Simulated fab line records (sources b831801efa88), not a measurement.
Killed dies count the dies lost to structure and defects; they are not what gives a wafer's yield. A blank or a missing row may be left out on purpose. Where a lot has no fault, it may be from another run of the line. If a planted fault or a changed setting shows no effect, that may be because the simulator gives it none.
2 desks, one fault	flow gf180mcu	each desk has only its own numbers; what lay behind them comes last

== THE TOOL OWNER'S DESK: pvd-sputter-01 ==
The tool's own readings at GF_SALICIDE_SPUTTER_02 (material Co, target thk 10 nm, time 20 s): means of the sampled wafers that have a number, for each lot that ran on this tool. If a lot's mean is further than 4 standard deviations from the usual mean, the lot is out of limits and carries the mark OUT (the distance appears in the brackets).
Columns: A = throttle-valve-pct at GF_SALICIDE_SPUTTER_02, usual 30.0 %
lot	first seen here	A
L508	day 19 00:13	29.6
L510	day 19 07:23	29.5
L512	day 20 20:00	29.3
L513	day 20 21:50	29.7
L515	day 21 16:44	29.0
This desk's finding: nothing out of limits on any of the 5 lots.

== FROM THE METROLOGY DESK ==
What the gauges read for every lot (on any tool): the sampled wafers with a number, averaged. If a lot's mean is further than 4 standard deviations from the usual mean, the lot is out of limits and carries the mark OUT (the distance appears in the brackets).
Columns: A = cd-nm at GF_SAB_CD_MEAS_09, usual 420.0 nm; B = SALICIDE_TIN_RS at GF_SALICIDE_RS_MEAS_04, usual 16.27 ohm/sq; C = CONTACT_OVL at GF_CONTACT_OVL_MEAS_15, usual -1 nm
lot	first seen here	A	B	C
L499	day 14 13:44	419.5	16.16	-3
L501	day 15 09:11	418.1	16.27	4
L502	day 15 15:49	422.4	16.39	0
L506	day 18 23:34	422.8	16.42	2
L508	day 18 23:43	422.9	16.49	2
L509	day 19 05:55	420.8	16.37	-3
L510	day 19 06:53	421.8	16.19	-1
L512	day 20 19:30	420.6	19.35 (+11) OUT	-3
L513	day 20 21:21	418.3	17.90 (+6.0) OUT	7
L515	day 21 16:16	418.1	18.45 (+8.1) OUT	-3
L518	day 22 20:31	422.7	16.16	-4
L519	day 23 05:28	417.5	16.04	0
L521	day 23 18:30	421.9	16.35	2
This desk finds L512, L513, L515 out of limits, with the earliest case on L512 at day 20 20:04 (SALICIDE_TIN_RS at GF_SALICIDE_RS_MEAS_04). In limits: L499, L501, L502, L506, L508, L509, L510, L518, L519, L521.

== PUT TOGETHER ==
On L512, L513, L515, the metrology desk was in a position to raise an alarm at day 20 20:04.
The desk of the tool owner found nothing out of limits.
Tool owner's desk: L512, L513, L515 on record, inside its limits.
On pvd-sputter-01, each named lot ran GF_SALICIDE_SPUTTER_02.

== WHAT THE SIMULATOR PUT IN ==
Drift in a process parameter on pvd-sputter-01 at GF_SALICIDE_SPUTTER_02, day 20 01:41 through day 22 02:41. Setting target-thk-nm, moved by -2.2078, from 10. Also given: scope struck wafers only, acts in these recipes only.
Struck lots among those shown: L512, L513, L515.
Time in hours between the start of the fault and the first out-of-limits reading at each desk: metrology desk, 18.
